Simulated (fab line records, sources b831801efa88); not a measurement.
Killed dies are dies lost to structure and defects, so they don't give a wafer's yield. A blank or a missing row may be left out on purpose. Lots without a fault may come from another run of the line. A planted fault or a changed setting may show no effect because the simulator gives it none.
Which tool did it? | flow sky130 | 12 lots, 36 wafers sampled, at 5 steps of a route of 708

WHAT THE GAUGES READ, wafer by wafer
SKY_VT_ADJUST_HVTR_OVL_MEAS_08. Usual: VT_ADJUST_HVTR_OVL 0.3 nm, standard deviation 1.2.
lot  | measured     | on         | VT_ADJUST_HVTR_OVL (nm) | flag
L414 | day 10 04:12 | overlay-01 | -1.7 -1.0 -1.5          |
L416 | day 10 19:52 | overlay-02 | 1.7 1.8 0.0             |
L418 | day 11 18:11 | overlay-01 | 1.0 1.4 1.6             |
L420 | day 12 09:20 | overlay-01 | 0.0 -1.7 -0.7           |
L421 | day 12 11:48 | overlay-01 | -0.5 0.2 -0.2           |
L422 | day 12 17:35 | overlay-02 | 1.4 0.1 -0.4            |
L426 | day 14 10:14 | overlay-01 | -2.1 -0.1 2.0           |
L427 | day 14 13:35 | overlay-02 | 1.2 -0.4 -0.5           |
L431 | day 15 19:25 | overlay-02 | 1.9 1.8 0.4             |
L434 | day 16 12:08 | overlay-02 | 0.8 0.5 -0.2            |
L435 | day 16 23:07 | overlay-01 | 1.6 0.3 1.3             |
L436 | day 17 04:21 | overlay-01 | 2.3 -0.3 -0.3           |

SKY_SONOS_TUNNEL_TW_MEAS_12. Usual: SONOS_TUNNEL_TW 197.2, standard deviation 1.6.
lot  | measured     | on            | SONOS_TUNNEL_TW   | flag
L414 | day 12 05:39 | film_metro-02 | 199.1 199.0 198.1 |
L416 | day 12 22:02 | film_metro-04 | 198.0 199.4 198.7 |
L418 | day 13 21:50 | film_metro-02 | 197.5 197.6 198.0 |
L420 | day 14 14:41 | film_metro-04 | 197.7 197.5 197.8 |
L421 | day 14 18:23 | film_metro-01 | 195.4 195.6 195.8 |
L422 | day 15 01:26 | film_metro-04 | 198.6 197.6 199.0 |
L426 | day 16 21:23 | film_metro-02 | 198.5 198.7 198.8 |
L427 | day 17 00:32 | film_metro-02 | 155.7 157.0 156.3 | OFF
L431 | day 18 09:25 | film_metro-02 | 156.1 157.1 156.4 | OFF
L434 | day 19 03:44 | film_metro-02 | 198.8 199.0 197.6 |
L435 | day 19 15:52 | film_metro-01 | 195.1 195.0 194.4 |
L436 | day 19 21:17 | film_metro-01 | 193.5 195.5 194.7 |

SKY_SONOS_ONO_THK_MEAS_01. Usual: SONOS_ONO_OXIDATION_THK 2.60 nm, standard deviation 0.069.
lot  | measured     | on            | SONOS_ONO_OXIDATION_THK (nm) | flag
L414 | day 12 08:37 | film_metro-01 | 2.71 2.65 2.78               |
L416 | day 13 01:00 | film_metro-02 | 2.49 2.52 2.50               |
L418 | day 14 00:02 | film_metro-03 | 2.52 2.52 2.52               |
L420 | day 14 16:07 | film_metro-02 | 2.63 2.72 2.67               |
L421 | day 14 19:48 | film_metro-02 | 2.59 2.58 2.62               |
L422 | day 15 02:53 | film_metro-02 | 2.47 2.50 2.39               |
L426 | day 16 23:23 | film_metro-03 | 2.69 2.63 2.56               |
L427 | day 17 01:58 | film_metro-01 | 2.67 2.58 2.63               |
L431 | day 18 10:52 | film_metro-03 | 2.62 2.74 2.74               |
L434 | day 19 07:26 | film_metro-01 | 2.58 2.51 2.63               |
L435 | day 19 17:25 | film_metro-03 | 2.53 2.53 2.57               |
L436 | day 19 22:43 | film_metro-03 | 2.60 2.67 2.65               |

WHICH TOOL RAN EACH LOT (tool, then ch and the chambers of the sampled wafers, then the start)
lot  | SKY_VT_ADJUST_LVTN_STRIP_20          | SKY_SONOS_TUNNEL_IMPLANT_09
L414 | plasma_asher-02 ch 0,1, day 8 07:17  | implanter-04 ch 0, day 12 05:13
L416 | plasma_asher-02 ch 0,1, day 8 23:17  | implanter-02 ch 0, day 12 21:35
L418 | plasma_asher-04 ch 1, day 9 17:59    | implanter-02 ch 0, day 13 21:26
L420 | plasma_asher-02 ch 0,1, day 10 07:35 | implanter-02 ch 0, day 14 14:17
L421 | plasma_asher-04 ch 0,1, day 10 11:47 | implanter-01 ch 0, day 14 17:58
L422 | plasma_asher-02 ch 0,1, day 10 16:23 | implanter-04 ch 0, day 15 01:02
L426 | plasma_asher-01 ch 0,1, day 12 05:46 | implanter-02 ch 0, day 16 21:01
L427 | plasma_asher-01 ch 0,1, day 12 07:55 | implanter-02 ch 0, day 17 00:10
L431 | plasma_asher-02 ch 0,1, day 13 11:56 | implanter-02 ch 0, day 18 09:01
L434 | plasma_asher-01 ch 0,1, day 14 02:23 | implanter-01 ch 0, day 19 03:19
L435 | plasma_asher-04 ch 0,1, day 14 12:59 | implanter-04 ch 0, day 19 15:26
L436 | plasma_asher-04 ch 0,1, day 14 17:20 | implanter-04 ch 0, day 19 20:34
- SKY_VT_ADJUST_LVTN_STRIP_20: strips in O2/N2.
- SKY_SONOS_TUNNEL_IMPLANT_09

WHAT THE TOOLS THEMSELVES READ (means of the sampled wafers that have a number; where no wafer has one, the mark that the record gives instead)
SKY_VT_ADJUST_LVTN_STRIP_20. Usual: drypump_motor_current_A 5.8 A, standard deviation 0.64; oes_product_au 0.716 a.u., standard deviation 0.0044; strip_time_to_endpoint_s 14.19 s, standard deviation 0.04.
lot  | tool            | drypump_motor_current_A (A) | oes_product_au (a.u.) | strip_time_to_endpoint_s (s) | flag
L414 | plasma_asher-02 | 5.4                         | 0.719                 | 14.21                        |
L416 | plasma_asher-02 | 5.4                         | 0.716                 | 14.21                        |
L418 | plasma_asher-04 | 5.4                         | 0.719                 | 14.17                        |
L420 | plasma_asher-02 | 5.4                         | 0.710                 | 14.19                        |
L421 | plasma_asher-04 | 5.7                         | 0.712                 | 14.19                        |
L422 | plasma_asher-02 | 6.1                         | 0.719                 | 14.15                        |
L426 | plasma_asher-01 | 6.3                         | 0.720                 | 14.25                        |
L427 | plasma_asher-01 | 6.1                         | 0.715                 | 14.17                        |
L431 | plasma_asher-02 | 6.0                         | 0.716                 | 14.20                        |
L434 | plasma_asher-01 | 6.3                         | 0.714                 | 14.23                        |
L435 | plasma_asher-04 | 5.5                         | 0.716                 | 14.18                        |
L436 | plasma_asher-04 | 5.7                         | 0.713                 | 14.21                        |

SKY_SONOS_TUNNEL_IMPLANT_09. Usual: dose_ions_cm2 9.999e+11, standard deviation 1.1e+09; faraday_current_uA 5.65, standard deviation 0.11.
lot  | tool         | dose_ions_cm2 | faraday_current_uA | flag
L414 | implanter-04 | 9.985e+11     | 5.53               |
L416 | implanter-02 | 1.000e+12     | 5.59               |
L418 | implanter-02 | 1.000e+12     | 5.63               |
L420 | implanter-02 | 1.000e+12     | 5.60               |
L421 | implanter-01 | 1.000e+12     | 5.66               |
L422 | implanter-04 | 1.000e+12     | 5.57               |
L426 | implanter-02 | 9.994e+11     | 5.73               |
L427 | implanter-02 | 4.189e+11     | 2.32               | OFF
L431 | implanter-02 | 4.187e+11     | 2.34               | OFF
L434 | implanter-01 | 1.000e+12     | 5.60               |
L435 | implanter-04 | 1.000e+12     | 5.70               |
L436 | implanter-04 | 9.986e+11     | 5.75               |

THE ANSWER, worked out from the rows above alone
Rule: a lot is off if the mean of its wafers that have a number lies more than 3 standard deviations from the usual mean. A lot without any number at a reading at which 4 lots or more have one is off too. The other lots that the step has rows for count as sound. The gauges are gone through in route order, then the tools' own readings, and for those a lot's mean is taken as printed above. The first step at which some lot is off is used, and at that step the reading that is off furthest; a lot without a number counts as furthest.
Off: L427, L431, at SKY_SONOS_TUNNEL_TW_MEAS_12 (SONOS_TUNNEL_TW).
A tool fits if, at a process step before that reading, it ran every lot that is off, and no sound lot after the first of them. The gauges at SKY_SONOS_TUNNEL_TW_MEAS_12 aren't tried: what is off there is off at SKY_SONOS_TUNNEL_IMPLANT_09 too, on other tools, and a gauge's error can't cause that. One fits: implanter-02 at SKY_SONOS_TUNNEL_IMPLANT_09. Its last sound lot is L426 (day 16 21:01), its first lot that is off L427 (day 17 00:10): a fault that began between those two fits.
The tool's own readings at SKY_SONOS_TUNNEL_IMPLANT_09 bear it out: on the lots that are off they differ by more than 5 times the standard deviation of the sound lots' means. dose_ions_cm2 reads 4.188e+11 there against 9.996e+11 on the sound lots; faraday_current_uA reads 2.33 there against 5.64 on the sound lots.

WHAT THE SIMULATOR HAD PUT IN
Process parameter drift: implanter-02, from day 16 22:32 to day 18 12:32, at SKY_SONOS_TUNNEL_IMPLANT_09. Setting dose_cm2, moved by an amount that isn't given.
Lots struck among those shown: L427, L431. The rule above found the same.
